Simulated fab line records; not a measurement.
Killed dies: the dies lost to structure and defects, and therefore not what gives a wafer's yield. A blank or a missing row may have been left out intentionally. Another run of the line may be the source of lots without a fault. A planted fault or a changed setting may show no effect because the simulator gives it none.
Split-lot trial :: flow sky130 :: 23 wafers read across 5 lots, on a route 708 steps long

## SPLIT DETAILS
At SKY_METAL2_EXPOSE_12 (exposes mask MM2, target cd 140 nm), the setting doseMj was moved away from the recipe's 28 on 7 of the 23 wafers read, by -2.5% to +7.1%. For the rest of the wafers, this setting stayed at what the recipe calls for.

## FROM THE SPLIT TO THE READING: what the file shows between them, 2 steps
- SKY_METAL2_PEB_13
- SKY_METAL2_DEVELOP_14: develop time 60 s

## THE READING
cdNm at SKY_METAL2_CD_MEAS_15, given in nm (cd target 140 nm). A value of 139.9 nm with a standard deviation of 1.3 nm is what fault-free wafers of this fab line usually give.

wafer: L077.2
tool, chamber at the split: krfScanner-01, 0
doseMj as run: 28
against the recipe: recipe
cdNm, nm: 138.9
against lot-mates on the recipe: -

wafer: L077.3
tool, chamber at the split: krfScanner-01, 0
doseMj as run: 28
against the recipe: recipe
cdNm, nm: 138.4
against lot-mates on the recipe: -

wafer: L077.5
tool, chamber at the split: krfScanner-01, 0
doseMj as run: 28
against the recipe: recipe
cdNm, nm: 138.5
against lot-mates on the recipe: -

wafer: L080.1
tool, chamber at the split: krfScanner-01, 0
doseMj as run: 28
against the recipe: recipe
cdNm, nm: 139.0
against lot-mates on the recipe: -

wafer: L080.2
tool, chamber at the split: krfScanner-01, 0
doseMj as run: 28
against the recipe: recipe
cdNm, nm: 140.1
against lot-mates on the recipe: -

wafer: L080.3
tool, chamber at the split: krfScanner-01, 0
doseMj as run: 28
against the recipe: recipe
cdNm, nm: 138.7
against lot-mates on the recipe: -

wafer: L080.5
tool, chamber at the split: krfScanner-01, 0
doseMj as run: 28
against the recipe: recipe
cdNm, nm: 137.4
against lot-mates on the recipe: -

wafer: L080.6
tool, chamber at the split: krfScanner-01, 0
doseMj as run: 28
against the recipe: recipe
cdNm, nm: 139.2
against lot-mates on the recipe: -

wafer: L081.1
tool, chamber at the split: krfScanner-01, 0
doseMj as run: 29.98
against the recipe: +7.1%
cdNm, nm: 125.6
against lot-mates on the recipe: -13.7

wafer: L081.2
tool, chamber at the split: krfScanner-01, 0
doseMj as run: 28
against the recipe: recipe
cdNm, nm: 140.2
against lot-mates on the recipe: -

wafer: L081.3
tool, chamber at the split: krfScanner-01, 0
doseMj as run: 29.98
against the recipe: +7.1%
cdNm, nm: 125.8
against lot-mates on the recipe: -13.5

wafer: L081.4
tool, chamber at the split: krfScanner-01, 0
doseMj as run: 28
against the recipe: recipe
cdNm, nm: 138.4
against lot-mates on the recipe: -

wafer: L081.5
tool, chamber at the split: krfScanner-01, 0
doseMj as run: 29.98
against the recipe: +7.1%
cdNm, nm: 126.8
against lot-mates on the recipe: -12.5

wafer: L082.2
tool, chamber at the split: krfScanner-02, 0
doseMj as run: 28
against the recipe: recipe
cdNm, nm: 139.8
against lot-mates on the recipe: -

wafer: L082.3
tool, chamber at the split: krfScanner-02, 0
doseMj as run: 27.29
against the recipe: -2.5%
cdNm, nm: 143.5
against lot-mates on the recipe: +4.8

wafer: L082.4
tool, chamber at the split: krfScanner-02, 0
doseMj as run: 28
against the recipe: recipe
cdNm, nm: 138.2
against lot-mates on the recipe: -

wafer: L082.5
tool, chamber at the split: krfScanner-02, 0
doseMj as run: 27.29
against the recipe: -2.5%
cdNm, nm: 144.5
against lot-mates on the recipe: +5.8

wafer: L082.6
tool, chamber at the split: krfScanner-02, 0
doseMj as run: 28
against the recipe: recipe
cdNm, nm: 138.1
against lot-mates on the recipe: -

wafer: L084.1
tool, chamber at the split: krfScanner-01, 0
doseMj as run: 29.56
against the recipe: +5.6%
cdNm, nm: 129.2
against lot-mates on the recipe: -10.5

wafer: L084.2
tool, chamber at the split: krfScanner-01, 0
doseMj as run: 29.56
against the recipe: +5.6%
cdNm, nm: 129.5
against lot-mates on the recipe: -10.2

wafer: L084.4
tool, chamber at the split: krfScanner-01, 0
doseMj as run: 28
against the recipe: recipe
cdNm, nm: 139.1
against lot-mates on the recipe: -

wafer: L084.5
tool, chamber at the split: krfScanner-01, 0
doseMj as run: 28
against the recipe: recipe
cdNm, nm: 140.4
against lot-mates on the recipe: -

wafer: L084.6
tool, chamber at the split: krfScanner-01, 0
doseMj as run: 28
against the recipe: recipe
cdNm, nm: 139.7
against lot-mates on the recipe: -

THE FIT
A straight line over all 23 wafers: cdNm changes by -1.82 nm for each +1% of doseMj; r = -0.99; the points scatter about the line by 0.78 nm.
The same after taking each lot's own level away (the mean of its wafers on the recipe; 23 wafers): -1.89 nm for each +1%; r = -0.99; scatter 0.69 nm.
Per that fit: largest doseMj move, reading shift of 13 nm.
The lots' own levels span 138.60 to 139.73 nm, that is 0.9 times the standard deviation above.
Consequently the slope shifts little with the lot-to-lot level, the two slopes agreeing.
Check: with one of the wafers moved furthest among these (+7.1%) left out of the fit, the line predicts -13.2 nm for it against its lot-mates. Against them it came out at -13.7 nm.

## THE WHOLE CHAIN: every reading that the file lists as answering this split, in the file's order
step: SKY_METAL2_CD_MEAS_15
what it does: target cd 140 nm
reading: cdNm
change (the file's fit): -1.89 nm for each +1% of the setting
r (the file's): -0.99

step: SKY_METAL2_DESCUM_17
what it does: chemistry O2, time 8 s
reading: METAL2.cdNm (the simulator's own value, which no gauge read)
change (the file's fit): -1.88 nm for each +1% of the setting
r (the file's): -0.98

step: SKY_METAL2_METAL_ETCH_19
what it does: etches the open film in Cl2/BCl3, stops on SiO2, target depth 360 nm, time 78 s
reading: METAL2.cdNm (the simulator's own value, which no gauge read)
change (the file's fit): -1.8 nm for each +1% of the setting
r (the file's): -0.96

## THE FILE'S OWN FIT
cdNm changes by -1.89 nm for each +1% of doseMj, r = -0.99.
